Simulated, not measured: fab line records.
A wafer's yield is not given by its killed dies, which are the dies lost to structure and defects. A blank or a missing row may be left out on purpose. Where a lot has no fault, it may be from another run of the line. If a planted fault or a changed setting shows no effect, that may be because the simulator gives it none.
Which tool did it? :: flow sky130 :: 24 lots with 72 wafers sampled at 6 steps, on a route of 708 steps

WHAT THE GAUGES READ, wafer by wafer
SKY_VIA2_THK_MEAS_01. Usual: VIA2_HDPCVD_THK typically reads 1184 nm, with standard deviation 12.
lot: L075
measured: day 36 19:53
on: film-metro-01
VIA2_HDPCVD_THK (nm): 1200 1168 1192
flag: 

lot: L074
measured: day 37 03:10
on: film-metro-03
VIA2_HDPCVD_THK (nm): 1175 1188 1184
flag: 

lot: L078
measured: day 36 21:24
on: film-metro-01
VIA2_HDPCVD_THK (nm): 1181 1193 1197
flag: 

lot: L076
measured: day 37 02:27
on: film-metro-03
VIA2_HDPCVD_THK (nm): 1186 1205 1201
flag: 

lot: L077
measured: day 37 05:30
on: film-metro-04
VIA2_HDPCVD_THK (nm): 1168 1161 1163
flag: 

lot: L079
measured: day 37 15:32
on: film-metro-01
VIA2_HDPCVD_THK (nm): 1203 1207 1197
flag: 

lot: L080
measured: day 37 12:29
on: film-metro-03
VIA2_HDPCVD_THK (nm): 1167 1180 1171
flag: 

lot: L081
measured: day 37 18:59
on: film-metro-03
VIA2_HDPCVD_THK (nm): 1194 1177 1180
flag: 

lot: L082
measured: day 38 03:43
on: film-metro-04
VIA2_HDPCVD_THK (nm): 1185 1202 1196
flag: 

lot: L083
measured: day 38 12:50
on: film-metro-04
VIA2_HDPCVD_THK (nm): 1194 1187 1189
flag: 

lot: L084
measured: day 38 19:34
on: film-metro-04
VIA2_HDPCVD_THK (nm): 1157 1172 1164
flag: 

lot: L085
measured: day 38 22:51
on: film-metro-03
VIA2_HDPCVD_THK (nm): 1177 1175 1177
flag: 

lot: L086
measured: day 39 08:28
on: film-metro-03
VIA2_HDPCVD_THK (nm): 1175 1177 1175
flag: 

lot: L087
measured: day 39 12:29
on: film-metro-04
VIA2_HDPCVD_THK (nm): 1186 1170 1173
flag: 

lot: L088
measured: day 39 16:40
on: film-metro-01
VIA2_HDPCVD_THK (nm): 1184 1180 1173
flag: 

lot: L089
measured: day 40 01:47
on: film-metro-04
VIA2_HDPCVD_THK (nm): 1192 1190 1187
flag: 

lot: L090
measured: day 40 16:11
on: film-metro-03
VIA2_HDPCVD_THK (nm): 1182 1174 1183
flag: 

lot: L091
measured: day 40 16:19
on: film-metro-01
VIA2_HDPCVD_THK (nm): 1178 1201 1179
flag: 

lot: L092
measured: day 40 22:06
on: film-metro-01
VIA2_HDPCVD_THK (nm): 1197 1196 1182
flag: 

lot: L093
measured: day 41 04:20
on: film-metro-04
VIA2_HDPCVD_THK (nm): 1179 1179 1189
flag: 

lot: L094
measured: day 41 16:58
on: film-metro-01
VIA2_HDPCVD_THK (nm): 1179 1173 1182
flag: 

lot: L095
measured: day 41 22:58
on: film-metro-03
VIA2_HDPCVD_THK (nm): 1200 1181 1186
flag: 

lot: L096
measured: day 42 00:50
on: film-metro-01
VIA2_HDPCVD_THK (nm): 1185 1172 1189
flag: 

lot: L097
measured: day 42 07:31
on: film-metro-04
VIA2_HDPCVD_THK (nm): 1174 1172 1164
flag: 

SKY_PAD_OPEN_BOW_MEAS_13. Usual: PAD_OPEN_BOW typically reads 49 um, with standard deviation 9.3.
lot: L075
measured: day 47 01:52
on: film-metro-03
PAD_OPEN_BOW (um): 44 47 50
flag: 

lot: L074
measured: day 47 08:46
on: film-metro-02
PAD_OPEN_BOW (um): 41 45 56
flag: 

lot: L078
measured: day 47 01:39
on: film-metro-02
PAD_OPEN_BOW (um): 47 44 39
flag: 

lot: L076
measured: day 47 07:16
on: film-metro-03
PAD_OPEN_BOW (um): 52 45 44
flag: 

lot: L077
measured: day 47 11:01
on: film-metro-03
PAD_OPEN_BOW (um): 42 47 37
flag: 

lot: L079
measured: day 47 17:24
on: film-metro-03
PAD_OPEN_BOW (um): 29 37 53
flag: 

lot: L080
measured: day 47 13:04
on: film-metro-04
PAD_OPEN_BOW (um): 52 62 65
flag: 

lot: L081
measured: day 48 00:52
on: film-metro-04
PAD_OPEN_BOW (um): 51 53 47
flag: 

lot: L082
measured: day 48 03:11
on: film-metro-04
PAD_OPEN_BOW (um): 56 50 54
flag: 

lot: L083
measured: day 48 11:46
on: film-metro-04
PAD_OPEN_BOW (um): 75 48 45
flag: 

lot: L084
measured: day 48 14:32
on: film-metro-04
PAD_OPEN_BOW (um): 37 45 31
flag: 

lot: L085
measured: day 48 20:02
on: film-metro-04
PAD_OPEN_BOW (um): 52 50 55
flag: 

lot: L086
measured: day 49 02:47
on: film-metro-02
PAD_OPEN_BOW (um): 57 54 45
flag: 

lot: L087
measured: day 49 06:08
on: film-metro-02
PAD_OPEN_BOW (um): 42 48 40
flag: 

lot: L088
measured: day 49 07:49
on: film-metro-02
PAD_OPEN_BOW (um): 65 69 51
flag: 

lot: L089
measured: day 49 12:24
on: film-metro-04
PAD_OPEN_BOW (um): 64 59 60
flag: 

lot: L090
measured: day 50 00:07
on: film-metro-02
PAD_OPEN_BOW (um): 52 44 57
flag: 

lot: L091
measured: day 50 01:41
on: film-metro-03
PAD_OPEN_BOW (um): 45 58 56
flag: 

lot: L092
measured: day 50 03:47
on: film-metro-04
PAD_OPEN_BOW (um): 59 33 45
flag: 

lot: L093
measured: day 50 07:56
on: film-metro-04
PAD_OPEN_BOW (um): 49 37 48
flag: 

lot: L094
measured: day 50 17:57
on: film-metro-02
PAD_OPEN_BOW (um): 39 49 46
flag: 

lot: L095
measured: day 50 21:22
on: film-metro-02
PAD_OPEN_BOW (um): 54 52 45
flag: 

lot: L096
measured: day 50 22:23
on: film-metro-02
PAD_OPEN_BOW (um): 46 38 50
flag: 

lot: L097
measured: day 51 04:52
on: film-metro-03
PAD_OPEN_BOW (um): 63 50 43
flag: 

TOOL THAT RAN EACH LOT (tool first, then ch and the chambers of the sampled wafers, then the start)
lot: L075
SKY_FIELD_ISO_ETCH_14: rie-diel-01 ch 1,3, day 3 03:16
SKY_METAL1_STRIP_20: plasma-asher-01 ch 0,1, day 34 11:32
SKY_METAL3_METAL_ETCH_18: rie-metal-01 ch 0,1, day 40 01:04
SKY_METAL4_DESCUM_15: rie-metal-03 ch 0,1, day 43 04:01

lot: L074
SKY_FIELD_ISO_ETCH_14: rie-diel-02 ch 0,1,3, day 3 03:37
SKY_METAL1_STRIP_20: plasma-asher-03 ch 0,1, day 34 19:02
SKY_METAL3_METAL_ETCH_18: rie-metal-02 ch 0,1, day 40 09:09
SKY_METAL4_DESCUM_15: rie-metal-04 ch 0,1, day 43 11:42

lot: L078
SKY_FIELD_ISO_ETCH_14: rie-diel-01 ch 2,3, day 3 03:49
SKY_METAL1_STRIP_20: plasma-asher-02 ch 0,1, day 34 12:05
SKY_METAL3_METAL_ETCH_18: rie-metal-01 ch 0,1, day 40 02:54
SKY_METAL4_DESCUM_15: rie-metal-03 ch 0,1, day 43 05:39

lot: L076
SKY_FIELD_ISO_ETCH_14: rie-diel-04 ch 0,1, day 3 03:58
SKY_METAL1_STRIP_20: plasma-asher-03 ch 0,1, day 34 18:22
SKY_METAL3_METAL_ETCH_18: rie-metal-01 ch 0,1, day 40 07:25
SKY_METAL4_DESCUM_15: rie-metal-03 ch 0, day 43 11:21

lot: L077
SKY_FIELD_ISO_ETCH_14: rie-diel-02 ch 0,1,3, day 3 04:19
SKY_METAL1_STRIP_20: plasma-asher-02 ch 0,1, day 34 21:23
SKY_METAL3_METAL_ETCH_18: rie-metal-04 ch 0,1, day 40 11:36
SKY_METAL4_DESCUM_15: rie-metal-04 ch 0,1, day 43 14:36

lot: L079
SKY_FIELD_ISO_ETCH_14: rie-diel-02 ch 0,3, day 3 10:34
SKY_METAL1_STRIP_20: plasma-asher-03 ch 0,1, day 35 06:49
SKY_METAL3_METAL_ETCH_18: rie-metal-01 ch 0,1, day 40 20:53
SKY_METAL4_DESCUM_15: rie-metal-04 ch 0,1, day 43 21:55

lot: L080
SKY_FIELD_ISO_ETCH_14: rie-diel-04 ch 1,2, day 3 12:31
SKY_METAL1_STRIP_20: plasma-asher-02 ch 0,1, day 35 05:22
SKY_METAL3_METAL_ETCH_18: rie-metal-04 ch 0,1, day 40 16:25
SKY_METAL4_DESCUM_15: rie-metal-03 ch 0,1, day 43 17:52

lot: L081
SKY_FIELD_ISO_ETCH_14: rie-diel-04 ch 0,1,3, day 3 17:22
SKY_METAL1_STRIP_20: plasma-asher-03 ch 0,1, day 35 10:43
SKY_METAL3_METAL_ETCH_18: rie-metal-02 ch 0,1, day 40 23:34
SKY_METAL4_DESCUM_15: rie-metal-03 ch 0,1, day 44 01:56

lot: L082
SKY_FIELD_ISO_ETCH_14: rie-diel-01 ch 0,2,3, day 3 20:52
SKY_METAL1_STRIP_20: plasma-asher-02 ch 0,1, day 35 20:01
SKY_METAL3_METAL_ETCH_18: rie-metal-02 ch 0,1, day 41 08:19
SKY_METAL4_DESCUM_15: rie-metal-04 ch 0,1, day 44 08:40

lot: L083
SKY_FIELD_ISO_ETCH_14: rie-diel-02 ch 1,2, day 4 03:52
SKY_METAL1_STRIP_20: plasma-asher-01 ch 0,1, day 36 05:11
SKY_METAL3_METAL_ETCH_18: rie-metal-01 ch 0,1, day 41 17:04
SKY_METAL4_DESCUM_15: rie-metal-03 ch 0,1, day 44 16:52

lot: L084
SKY_FIELD_ISO_ETCH_14: rie-diel-04 ch 1,2,3, day 4 08:52
SKY_METAL1_STRIP_20: plasma-asher-01 ch 0,1, day 36 12:59
SKY_METAL3_METAL_ETCH_18: rie-metal-01 ch 0,1, day 41 23:24
SKY_METAL4_DESCUM_15: rie-metal-03 ch 0,1, day 44 22:36

lot: L085
SKY_FIELD_ISO_ETCH_14: rie-diel-02 ch 1,3, day 4 16:13
SKY_METAL1_STRIP_20: plasma-asher-02 ch 0,1, day 36 15:18
SKY_METAL3_METAL_ETCH_18: rie-metal-04 ch 0,1, day 42 03:06
SKY_METAL4_DESCUM_15: rie-metal-04 ch 0,1, day 45 01:39

lot: L086
SKY_FIELD_ISO_ETCH_14: rie-diel-02 ch 0,1,3, day 4 19:25
SKY_METAL1_STRIP_20: plasma-asher-02 ch 0,1, day 37 01:46
SKY_METAL3_METAL_ETCH_18: rie-metal-04 ch 0, day 42 11:57
SKY_METAL4_DESCUM_15: rie-metal-01 ch 0,1, day 45 10:45

lot: L087
SKY_FIELD_ISO_ETCH_14: rie-diel-01 ch 0,1,3, day 5 00:07
SKY_METAL1_STRIP_20: plasma-asher-03 ch 0,1, day 37 06:34
SKY_METAL3_METAL_ETCH_18: rie-metal-01 ch 0,1, day 42 15:24
SKY_METAL4_DESCUM_15: rie-metal-01 ch 0,1, day 45 13:01

lot: L088
SKY_FIELD_ISO_ETCH_14: rie-diel-02 ch 0,2,3, day 5 07:31
SKY_METAL1_STRIP_20: plasma-asher-02 ch 0,1, day 37 11:23
SKY_METAL3_METAL_ETCH_18: rie-metal-02 ch 0,1, day 42 19:56
SKY_METAL4_DESCUM_15: rie-metal-03 ch 0,1, day 45 17:04

lot: L089
SKY_FIELD_ISO_ETCH_14: rie-diel-04 ch 0,1,2, day 5 10:22
SKY_METAL1_STRIP_20: plasma-asher-03 ch 0,1, day 37 20:55
SKY_METAL3_METAL_ETCH_18: rie-metal-01 ch 0,1, day 43 03:39
SKY_METAL4_DESCUM_15: rie-metal-01 ch 0,1, day 45 23:45

lot: L090
SKY_FIELD_ISO_ETCH_14: rie-diel-01 ch 0,1,2, day 5 16:01
SKY_METAL1_STRIP_20: plasma-asher-01 ch 0,1, day 38 10:49
SKY_METAL3_METAL_ETCH_18: rie-metal-01 ch 0,1, day 43 16:40
SKY_METAL4_DESCUM_15: rie-metal-04 ch 0,1, day 46 12:36

lot: L091
SKY_FIELD_ISO_ETCH_14: rie-diel-02 ch 0,2,3, day 5 21:40
SKY_METAL1_STRIP_20: plasma-asher-02 ch 0,1, day 38 11:16
SKY_METAL3_METAL_ETCH_18: rie-metal-02 ch 0,1, day 43 18:00
SKY_METAL4_DESCUM_15: rie-metal-04 ch 0,1, day 46 14:37

lot: L092
SKY_FIELD_ISO_ETCH_14: rie-diel-01 ch 1,2, day 6 02:55
SKY_METAL1_STRIP_20: plasma-asher-03 ch 0,1, day 38 17:47
SKY_METAL3_METAL_ETCH_18: rie-metal-04 ch 0, day 43 22:58
SKY_METAL4_DESCUM_15: rie-metal-04 ch 0,1, day 46 18:33

lot: L093
SKY_FIELD_ISO_ETCH_14: rie-diel-01 ch 0,2,3, day 6 08:16
SKY_METAL1_STRIP_20: plasma-asher-01 ch 0,1, day 39 00:29
SKY_METAL3_METAL_ETCH_18: rie-metal-02 ch 0,1, day 44 05:12
SKY_METAL4_DESCUM_15: rie-metal-04 ch 0,1, day 47 00:27

lot: L094
SKY_FIELD_ISO_ETCH_14: rie-diel-01 ch 0,2,3, day 6 14:13
SKY_METAL1_STRIP_20: plasma-asher-01 ch 0,1, day 39 13:17
SKY_METAL3_METAL_ETCH_18: rie-metal-01 ch 0,1, day 44 16:31
SKY_METAL4_DESCUM_15: rie-metal-01 ch 0,1, day 47 11:33

lot: L095
SKY_FIELD_ISO_ETCH_14: rie-diel-04 ch 0,1,3, day 6 18:33
SKY_METAL1_STRIP_20: plasma-asher-01 ch 0,1, day 39 18:16
SKY_METAL3_METAL_ETCH_18: rie-metal-02 ch 0,1, day 44 20:53
SKY_METAL4_DESCUM_15: rie-metal-03 ch 0, day 47 16:02

lot: L096
SKY_FIELD_ISO_ETCH_14: rie-diel-02 ch 0,1,2, day 6 23:01
SKY_METAL1_STRIP_20: plasma-asher-03 ch 0,1, day 39 19:44
SKY_METAL3_METAL_ETCH_18: rie-metal-04 ch 0,1, day 45 00:14
SKY_METAL4_DESCUM_15: rie-metal-03 ch 0, day 47 19:07

lot: L097
SKY_FIELD_ISO_ETCH_14: rie-diel-04 ch 0,1, day 7 05:34
SKY_METAL1_STRIP_20: plasma-asher-01 ch 0,1, day 40 04:23
SKY_METAL3_METAL_ETCH_18: rie-metal-04 ch 0, day 45 07:28
SKY_METAL4_DESCUM_15: rie-metal-03 ch 0, day 48 03:04
- SKY_FIELD_ISO_ETCH_14: etches BARC in N2/H2, stops on SiO2, time 45.9 s, target depth 60 nm.
- SKY_METAL1_STRIP_20: strips in O2/N2.
- SKY_METAL3_METAL_ETCH_18: etches the open film in Cl2/BCl3, stops on SiO2, target depth 845 nm, time 183.1 s.
- SKY_METAL4_DESCUM_15: chemistry O2, time 8 s.

WHAT THE TOOLS THEMSELVES READ (means of the sampled wafers that have a number; where no wafer has one, the mark that the record gives instead)
SKY_FIELD_ISO_ETCH_14. Usual: drypump-motor-current-A 5.8 A, standard deviation 0.4; oes-product-au 0.855 a.u., standard deviation 0.0046; throttle-valve-pct 13.225 %, standard deviation 0.0091.
lot: L075
tool: rie-diel-01
drypump-motor-current-A (A): 5.8
oes-product-au (a.u.): 0.855
throttle-valve-pct (%): 13.226
flag: 

lot: L074
tool: rie-diel-02
drypump-motor-current-A (A): 6.0
oes-product-au (a.u.): 0.855
throttle-valve-pct (%): 13.223
flag: 

lot: L078
tool: rie-diel-01
drypump-motor-current-A (A): 5.5
oes-product-au (a.u.): 0.858
throttle-valve-pct (%): 13.224
flag: 

lot: L076
tool: rie-diel-04
drypump-motor-current-A (A): 5.4
oes-product-au (a.u.): 0.856
throttle-valve-pct (%): 13.229
flag: 

lot: L077
tool: rie-diel-02
drypump-motor-current-A (A): 6.0
oes-product-au (a.u.): 0.857
throttle-valve-pct (%): 13.214
flag: 

lot: L079
tool: rie-diel-02
drypump-motor-current-A (A): 5.7
oes-product-au (a.u.): 0.858
throttle-valve-pct (%): 13.225
flag: 

lot: L080
tool: rie-diel-04
drypump-motor-current-A (A): 5.7
oes-product-au (a.u.): 0.856
throttle-valve-pct (%): 13.237
flag: 

lot: L081
tool: rie-diel-04
drypump-motor-current-A (A): 5.7
oes-product-au (a.u.): 0.854
throttle-valve-pct (%): 13.233
flag: 

lot: L082
tool: rie-diel-01
drypump-motor-current-A (A): 5.7
oes-product-au (a.u.): 0.855
throttle-valve-pct (%): 13.227
flag: 

lot: L083
tool: rie-diel-02
drypump-motor-current-A (A): 6.1
oes-product-au (a.u.): 0.853
throttle-valve-pct (%): 13.227
flag: 

lot: L084
tool: rie-diel-04
drypump-motor-current-A (A): 5.9
oes-product-au (a.u.): 0.856
throttle-valve-pct (%): 13.223
flag: 

lot: L085
tool: rie-diel-02
drypump-motor-current-A (A): 6.2
oes-product-au (a.u.): 0.853
throttle-valve-pct (%): 13.220
flag: 

lot: L086
tool: rie-diel-02
drypump-motor-current-A (A): 6.0
oes-product-au (a.u.): 0.853
throttle-valve-pct (%): 13.219
flag: 

lot: L087
tool: rie-diel-01
drypump-motor-current-A (A): 5.8
oes-product-au (a.u.): 0.851
throttle-valve-pct (%): 13.224
flag: 

lot: L088
tool: rie-diel-02
drypump-motor-current-A (A): 5.6
oes-product-au (a.u.): 0.858
throttle-valve-pct (%): 13.229
flag: 

lot: L089
tool: rie-diel-04
drypump-motor-current-A (A): 5.7
oes-product-au (a.u.): 0.861
throttle-valve-pct (%): 13.227
flag: 

lot: L090
tool: rie-diel-01
drypump-motor-current-A (A): 6.0
oes-product-au (a.u.): 0.851
throttle-valve-pct (%): 13.220
flag: 

lot: L091
tool: rie-diel-02
drypump-motor-current-A (A): 5.6
oes-product-au (a.u.): 0.860
throttle-valve-pct (%): 13.216
flag: 

lot: L092
tool: rie-diel-01
drypump-motor-current-A (A): 6.0
oes-product-au (a.u.): 0.850
throttle-valve-pct (%): 13.228
flag: 

lot: L093
tool: rie-diel-01
drypump-motor-current-A (A): 5.7
oes-product-au (a.u.): 0.855
throttle-valve-pct (%): 13.231
flag: 

lot: L094
tool: rie-diel-01
drypump-motor-current-A (A): 5.7
oes-product-au (a.u.): 0.857
throttle-valve-pct (%): 13.216
flag: 

lot: L095
tool: rie-diel-04
drypump-motor-current-A (A): 5.6
oes-product-au (a.u.): 0.858
throttle-valve-pct (%): 13.229
flag: 

lot: L096
tool: rie-diel-02
drypump-motor-current-A (A): 5.9
oes-product-au (a.u.): 0.858
throttle-valve-pct (%): 13.227
flag: 

lot: L097
tool: rie-diel-04
drypump-motor-current-A (A): 5.4
oes-product-au (a.u.): 0.854
throttle-valve-pct (%): 13.230
flag: 

SKY_METAL1_STRIP_20. Usual: drypump-motor-current-A 5.7 A, standard deviation 0.31; oes-product-au 0.343 a.u., standard deviation 0.0048; strip-time-to-endpoint-s 2.70 s, standard deviation 0.035.
lot: L075
tool: plasma-asher-01
drypump-motor-current-A (A): 6.1
oes-product-au (a.u.): 0.345
strip-time-to-endpoint-s (s): 2.71
flag: 

lot: L074
tool: plasma-asher-03
drypump-motor-current-A (A): 5.6
oes-product-au (a.u.): 0.342
strip-time-to-endpoint-s (s): 2.70
flag: 

lot: L078
tool: plasma-asher-02
drypump-motor-current-A (A): 5.8
oes-product-au (a.u.): 0.346
strip-time-to-endpoint-s (s): 2.68
flag: 

lot: L076
tool: plasma-asher-03
drypump-motor-current-A (A): 5.5
oes-product-au (a.u.): 0.342
strip-time-to-endpoint-s (s): 2.68
flag: 

lot: L077
tool: plasma-asher-02
drypump-motor-current-A (A): 5.9
oes-product-au (a.u.): 0.343
strip-time-to-endpoint-s (s): 2.68
flag: 

lot: L079
tool: plasma-asher-03
drypump-motor-current-A (A): 5.5
oes-product-au (a.u.): 0.342
strip-time-to-endpoint-s (s): 2.68
flag: 

lot: L080
tool: plasma-asher-02
drypump-motor-current-A (A): 5.6
oes-product-au (a.u.): 0.343
strip-time-to-endpoint-s (s): 2.71
flag: 

lot: L081
tool: plasma-asher-03
drypump-motor-current-A (A): 5.5
oes-product-au (a.u.): 0.336
strip-time-to-endpoint-s (s): 2.67
flag: 

lot: L082
tool: plasma-asher-02
drypump-motor-current-A (A): 5.8
oes-product-au (a.u.): 0.340
strip-time-to-endpoint-s (s): 2.71
flag: 

lot: L083
tool: plasma-asher-01
drypump-motor-current-A (A): 6.1
oes-product-au (a.u.): 0.340
strip-time-to-endpoint-s (s): 2.68
flag: 

lot: L084
tool: plasma-asher-01
drypump-motor-current-A (A): 6.1
oes-product-au (a.u.): 0.341
strip-time-to-endpoint-s (s): 2.69
flag: 

lot: L085
tool: plasma-asher-02
drypump-motor-current-A (A): 5.6
oes-product-au (a.u.): 0.344
strip-time-to-endpoint-s (s): 2.73
flag: 

lot: L086
tool: plasma-asher-02
drypump-motor-current-A (A): 5.6
oes-product-au (a.u.): 0.344
strip-time-to-endpoint-s (s): 2.69
flag: 

lot: L087
tool: plasma-asher-03
drypump-motor-current-A (A): 5.6
oes-product-au (a.u.): 0.342
strip-time-to-endpoint-s (s): 2.68
flag: 

lot: L088
tool: plasma-asher-02
drypump-motor-current-A (A): 5.6
oes-product-au (a.u.): 0.339
strip-time-to-endpoint-s (s): 2.69
flag: 

lot: L089
tool: plasma-asher-03
drypump-motor-current-A (A): 5.5
oes-product-au (a.u.): 0.341
strip-time-to-endpoint-s (s): 2.68
flag: 

lot: L090
tool: plasma-asher-01
drypump-motor-current-A (A): 5.9
oes-product-au (a.u.): 0.345
strip-time-to-endpoint-s (s): 2.72
flag: 

lot: L091
tool: plasma-asher-02
drypump-motor-current-A (A): 5.8
oes-product-au (a.u.): 0.348
strip-time-to-endpoint-s (s): 2.70
flag: 

lot: L092
tool: plasma-asher-03
drypump-motor-current-A (A): 5.6
oes-product-au (a.u.): 0.343
strip-time-to-endpoint-s (s): 2.70
flag: 

lot: L093
tool: plasma-asher-01
drypump-motor-current-A (A): 5.9
oes-product-au (a.u.): 0.341
strip-time-to-endpoint-s (s): 2.66
flag: 

lot: L094
tool: plasma-asher-01
drypump-motor-current-A (A): 6.1
oes-product-au (a.u.): 0.348
strip-time-to-endpoint-s (s): 2.70
flag: 

lot: L095
tool: plasma-asher-01
drypump-motor-current-A (A): 5.9
oes-product-au (a.u.): 0.339
strip-time-to-endpoint-s (s): 2.70
flag: 

lot: L096
tool: plasma-asher-03
drypump-motor-current-A (A): 5.6
oes-product-au (a.u.): 0.343
strip-time-to-endpoint-s (s): 2.75
flag: 

lot: L097
tool: plasma-asher-01
drypump-motor-current-A (A): 5.9
oes-product-au (a.u.): 0.342
strip-time-to-endpoint-s (s): 2.71
flag: 

SKY_METAL3_METAL_ETCH_18. Usual: drypump-motor-current-A 6.0 A, standard deviation 0.31; oes-product-au 0.867 a.u., standard deviation 0.0059; throttle-valve-pct 22.264 %, standard deviation 0.009.
lot: L075
tool: rie-metal-01
drypump-motor-current-A (A): 6.3
oes-product-au (a.u.): 0.862
throttle-valve-pct (%): 22.268
flag: 

lot: L074
tool: rie-metal-02
drypump-motor-current-A (A): 5.7
oes-product-au (a.u.): 0.868
throttle-valve-pct (%): 22.271
flag: 

lot: L078
tool: rie-metal-01
drypump-motor-current-A (A): 6.3
oes-product-au (a.u.): 0.865
throttle-valve-pct (%): 22.264
flag: 

lot: L076
tool: rie-metal-01
drypump-motor-current-A (A): 6.3
oes-product-au (a.u.): 0.864
throttle-valve-pct (%): 22.261
flag: 

lot: L077
tool: rie-metal-04
drypump-motor-current-A (A): 5.8
oes-product-au (a.u.): 0.869
throttle-valve-pct (%): 22.260
flag: 

lot: L079
tool: rie-metal-01
drypump-motor-current-A (A): 6.3
oes-product-au (a.u.): 0.871
throttle-valve-pct (%): 22.252
flag: 

lot: L080
tool: rie-metal-04
drypump-motor-current-A (A): 5.8
oes-product-au (a.u.): 0.877
throttle-valve-pct (%): 22.266
flag: 

lot: L081
tool: rie-metal-02
drypump-motor-current-A (A): 5.6
oes-product-au (a.u.): 0.865
throttle-valve-pct (%): 22.264
flag: 

lot: L082
tool: rie-metal-02
drypump-motor-current-A (A): 5.6
oes-product-au (a.u.): 0.858
throttle-valve-pct (%): 22.262
flag: 

lot: L083
tool: rie-metal-01
drypump-motor-current-A (A): 6.3
oes-product-au (a.u.): 0.865
throttle-valve-pct (%): 22.261
flag: 

lot: L084
tool: rie-metal-01
drypump-motor-current-A (A): 6.4
oes-product-au (a.u.): 0.866
throttle-valve-pct (%): 22.266
flag: 

lot: L085
tool: rie-metal-04
drypump-motor-current-A (A): 5.9
oes-product-au (a.u.): 0.865
throttle-valve-pct (%): 22.268
flag: 

lot: L086
tool: rie-metal-04
drypump-motor-current-A (A): 5.7
oes-product-au (a.u.): 0.872
throttle-valve-pct (%): 22.262
flag: 

lot: L087
tool: rie-metal-01
drypump-motor-current-A (A): 6.3
oes-product-au (a.u.): 0.872
throttle-valve-pct (%): 22.258
flag: 

lot: L088
tool: rie-metal-02
drypump-motor-current-A (A): 5.7
oes-product-au (a.u.): 0.865
throttle-valve-pct (%): 22.259
flag: 

lot: L089
tool: rie-metal-01
drypump-motor-current-A (A): 6.3
oes-product-au (a.u.): 0.874
throttle-valve-pct (%): 22.266
flag: 

lot: L090
tool: rie-metal-01
drypump-motor-current-A (A): 6.4
oes-product-au (a.u.): 0.864
throttle-valve-pct (%): 22.259
flag: 

lot: L091
tool: rie-metal-02
drypump-motor-current-A (A): 5.7
oes-product-au (a.u.): 0.866
throttle-valve-pct (%): 22.269
flag: 

lot: L092
tool: rie-metal-04
drypump-motor-current-A (A): 5.7
oes-product-au (a.u.): 0.866
throttle-valve-pct (%): 22.267
flag: 

lot: L093
tool: rie-metal-02
drypump-motor-current-A (A): 5.7
oes-product-au (a.u.): 0.872
throttle-valve-pct (%): 22.269
flag: 

lot: L094
tool: rie-metal-01
drypump-motor-current-A (A): 6.3
oes-product-au (a.u.): 0.863
throttle-valve-pct (%): 22.264
flag: 

lot: L095
tool: rie-metal-02
drypump-motor-current-A (A): 5.7
oes-product-au (a.u.): 0.864
throttle-valve-pct (%): 22.271
flag: 

lot: L096
tool: rie-metal-04
drypump-motor-current-A (A): 5.8
oes-product-au (a.u.): 0.869
throttle-valve-pct (%): 22.266
flag: 

lot: L097
tool: rie-metal-04
drypump-motor-current-A (A): 5.7
oes-product-au (a.u.): 0.863
throttle-valve-pct (%): 22.267
flag: 

SKY_METAL4_DESCUM_15. Usual: drypump-motor-current-A 5.82 A, standard deviation 0.28; oes-product-au 0.999 a.u., standard deviation 0.011.
lot: L075
tool: rie-metal-03
drypump-motor-current-A (A): 5.66
oes-product-au (a.u.): 0.994
flag: 

lot: L074
tool: rie-metal-04
drypump-motor-current-A (A): 5.81
oes-product-au (a.u.): 0.999
flag: 

lot: L078
tool: rie-metal-03
drypump-motor-current-A (A): 5.59
oes-product-au (a.u.): 1.004
flag: 

lot: L076
tool: rie-metal-03
drypump-motor-current-A (A): 5.55
oes-product-au (a.u.): 1.007
flag: 

lot: L077
tool: rie-metal-04
drypump-motor-current-A (A): 5.82
oes-product-au (a.u.): 0.991
flag: 

lot: L079
tool: rie-metal-04
drypump-motor-current-A (A): 5.82
oes-product-au (a.u.): 0.990
flag: 

lot: L080
tool: rie-metal-03
drypump-motor-current-A (A): 5.59
oes-product-au (a.u.): 1.009
flag: 

lot: L081
tool: rie-metal-03
drypump-motor-current-A (A): 5.61
oes-product-au (a.u.): 1.010
flag: 

lot: L082
tool: rie-metal-04
drypump-motor-current-A (A): 5.82
oes-product-au (a.u.): 0.987
flag: 

lot: L083
tool: rie-metal-03
drypump-motor-current-A (A): 5.60
oes-product-au (a.u.): 1.006
flag: 

lot: L084
tool: rie-metal-03
drypump-motor-current-A (A): 5.61
oes-product-au (a.u.): 1.010
flag: 

lot: L085
tool: rie-metal-04
drypump-motor-current-A (A): 5.92
oes-product-au (a.u.): 0.987
flag: 

lot: L086
tool: rie-metal-01
drypump-motor-current-A (A): 6.28
oes-product-au (a.u.): 1.005
flag: 

lot: L087
tool: rie-metal-01
drypump-motor-current-A (A): 6.30
oes-product-au (a.u.): 1.008
flag: 

lot: L088
tool: rie-metal-03
drypump-motor-current-A (A): 5.66
oes-product-au (a.u.): 0.985
flag: 

lot: L089
tool: rie-metal-01
drypump-motor-current-A (A): 6.34
oes-product-au (a.u.): 0.999
flag: 

lot: L090
tool: rie-metal-04
drypump-motor-current-A (A): 5.80
oes-product-au (a.u.): 0.991
flag: 

lot: L091
tool: rie-metal-04
drypump-motor-current-A (A): 5.93
oes-product-au (a.u.): 0.997
flag: 

lot: L092
tool: rie-metal-04
drypump-motor-current-A (A): 5.91
oes-product-au (a.u.): 0.988
flag: 

lot: L093
tool: rie-metal-04
drypump-motor-current-A (A): 5.92
oes-product-au (a.u.): 0.989
flag: 

lot: L094
tool: rie-metal-01
drypump-motor-current-A (A): 6.36
oes-product-au (a.u.): 1.007
flag: 

lot: L095
tool: rie-metal-03
drypump-motor-current-A (A): 5.52
oes-product-au (a.u.): 1.007
flag: 

lot: L096
tool: rie-metal-03
drypump-motor-current-A (A): 5.53
oes-product-au (a.u.): 1.005
flag: 

lot: L097
tool: rie-metal-03
drypump-motor-current-A (A): 5.53
oes-product-au (a.u.): 1.012
flag: 

THE ANSWER, worked out from the rows above alone
Rule: a lot is off if the mean of its wafers that have a number lies more than 3 standard deviations from the usual mean. Also off: a lot with no number at a reading for which 4 or more lots have one. Where the step has rows for the other lots, those lots are counted as sound. First the gauges in route order, then the tools' own readings, where a lot's mean is used as printed above. The first step at which some lot is off is used, and at that step the reading that is off furthest; a lot without a number counts as furthest.
Across all readings shown, no lot is off: no conclusion can be drawn from this.

WHAT THE SIMULATOR PUT IN
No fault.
